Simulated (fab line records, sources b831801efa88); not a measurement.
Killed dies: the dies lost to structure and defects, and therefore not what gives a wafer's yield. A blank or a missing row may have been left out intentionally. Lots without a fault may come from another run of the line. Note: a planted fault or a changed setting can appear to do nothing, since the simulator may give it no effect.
Struck lot and sound lot, side by side || flow sky130 || 18 out of 708 route steps
Sound: these wafers, L947.1, L947.2, L947.5. Struck: wafers L953.2, L953.3, L953.4. The cause comes at the end.
Each step with rows lists, per side, the tool, then ch with its chambers, then its first start. Under that, the readings that differ: sound wafers || struck wafers || difference of the means || sigmas: that difference in standard deviations of wafers without a fault.
alike: readings whose means differ by less than 2 such deviations, and words and numbers that are the same on both sides. not compared: withheld readings, readings that some wafer has no value for, bounds like >300 that may hide the same value, and numbers for which the record gives no deviation and whose values overlap.
A row with sigmas, a row that says differs or no value, or rows on one side alone: a step with any of these is where the two part. Numbers that have no deviation but don't overlap get no sigmas and don't part them. A reading that every wafer of one side lacks parts them only if that side has two wafers or more.

first, 3 steps without rows for these wafers: SKY_SONOS_ONO_WET_ETCH_18 (etches Si3N4 in H3PO4, target depth 15 nm, time 172 s); SKY_GATE_OXIDE_CLEAN_00 (cleans in SC1/SC2, time 150 s); SKY_GATE_OXIDE_OXIDATION_01 (stabilise 600 s, purge 300 s, target thk 10.268 nm).
SKY_GATE_OXIDE_THK_MEAS_02:
  sound: filmMetro-03 at day 14 23:04; struck: filmMetro-01 at day 17 07:30
  alike: GATE_OXIDE_OXIDATION_00_THK
then, 7 steps without rows for these wafers: SKY_GATE_OXIDE_DEHYDRATE_03 (time 60 s); SKY_GATE_OXIDE_HMDS_04 (prime time 60 s); SKY_GATE_OXIDE_COAT_05 (resist thk 1140 nm); SKY_GATE_OXIDE_SOFTBAKE_06 (time 60 s); SKY_GATE_OXIDE_EXPOSE_07 (exposes mask LVOM, target cd 600 nm); SKY_GATE_OXIDE_PEB_08; SKY_GATE_OXIDE_DEVELOP_09 (develop time 60 s).
SKY_GATE_OXIDE_OVL_MEAS_10:
  sound: overlay-01 at day 16 03:21; struck: overlay-02 at day 18 13:26
{"reading": "GATE_OXIDE_OVL (nm)", "sound": "-0.2 1.3 -0.2", "struck": "-2.4 -2.9 -2.0", "difference": -2.7, "sigmas": -2}
SKY_GATE_OXIDE_IMPLANT_11:
  sound on implanter-04 ch 0, day 16 03:23; struck on implanter-04 ch 0, day 18 13:29
{"reading": "doseIonsCm2", "sound": "2.6006e+12 2.5952e+12 2.6016e+12", "struck": "1.7149e+12 1.7106e+12 1.7098e+12", "difference": -8.8737e+11, "sigmas": "-99 or more"}
{"reading": "faradayCurrentUA", "sound": "15.17 14.26 14.59", "struck": "9.81 9.54 9.86", "difference": -4.94, "sigmas": -18}
then, 1 step without rows for these wafers: SKY_GATE_OXIDE_WET_ETCH_12 (etches SiO2 in dHF, target depth 16.8 nm, time 336 s).
SKY_GATE_OXIDE_STRIP_13: strips in O2/N2.
  sound on plasmaAsher-01 ch 0,1, day 16 03:38; struck on plasmaAsher-03 ch 0,1, day 18 13:43
  alike: drypumpMotorCurrentA, oesProductAu, stripTimeToEndpointS
  not compared: rfHoursCounterH
SKY_GATE_OXIDE_TW_MEAS_14:
  sound: filmMetro-03 at day 16 03:44; struck: filmMetro-04 at day 18 13:50
{"reading": "GATE_OXIDE_TW", "sound": "223.9 224.1 224.1", "struck": "200.0 199.6 200.1", "difference": -24.1, "sigmas": -24}
then, 1 step without rows for these wafers: SKY_GATE_OXIDE_CLEAN_15 (cleans in SC1/SC2, time 150 s).
-- here the record skips 31 days between the struck wafers' starts before and after, leaving off in module GATE_OXIDE and picking up in module PAD_OPEN (first step shown: number 708 of the route) --
SKY_PAD_OPEN_PROBE_99:
  sound: prober-02 at day 48 01:40; struck: prober-02 at day 49 13:33
{"reading": "model.etest.tipP.rsOhmSq", "sound": "6683 6710 6700", "struck": "7371 7398 7355", "difference": "+677", "sigmas": ""}
{"reading": "model.etest.pfet_01v8.rOnOhmUm", "sound": "2865 2858 2859", "struck": "3207 3307 3271", "difference": "+401", "sigmas": ""}
{"reading": "model.etest.nfet_01v8_lvt.driveUaUm", "sound": "540.7 555 558.5", "struck": "638.7 631.5 643.6", "difference": "+86.5", "sigmas": ""}
{"reading": "model.etest.nfet_01v8.driveUaUm", "sound": "472.8 483.4 485.4", "struck": "565 551.8 563.8", "difference": "+80", "sigmas": ""}
{"reading": "model.etest.nfet_01v8_turned.driveUaUm", "sound": "476.6 487.5 484.6", "struck": "568.8 550.3 562.8", "difference": "+77.7", "sigmas": ""}
{"reading": "model.etest.nfet_01v8_swapped.driveUaUm", "sound": "476.4 485.8 484.8", "struck": "563.4 549.5 560.2", "difference": "+75.4", "sigmas": ""}
{"reading": "model.etest.sramNfetPass.driveUaUm", "sound": "446.8 466.8 462.2", "struck": "557.1 526.5 540.6", "difference": "+82.8", "sigmas": ""}
{"reading": "model.etest.nfet_01v8.rOnOhmUm", "sound": "875.7 865.4 847.6", "struck": "770.3 796 788.4", "difference": -78.0, "sigmas": ""}
  alike: killed_at_M0_to_M3, killed_at_M4_up, killedAtContacts, killedAtFrontEnd, killedAtOther, killedDies, killedOpen, killedShort

WHERE THEY PART
Earliest at SKY_GATE_OXIDE_OVL_MEAS_10; latest, in this record, at SKY_GATE_OXIDE_TW_MEAS_14. Later steps at which nothing parts them and some readings are alike: SKY_PAD_OPEN_PROBE_99.

WHY: whatever the simulator had introduced
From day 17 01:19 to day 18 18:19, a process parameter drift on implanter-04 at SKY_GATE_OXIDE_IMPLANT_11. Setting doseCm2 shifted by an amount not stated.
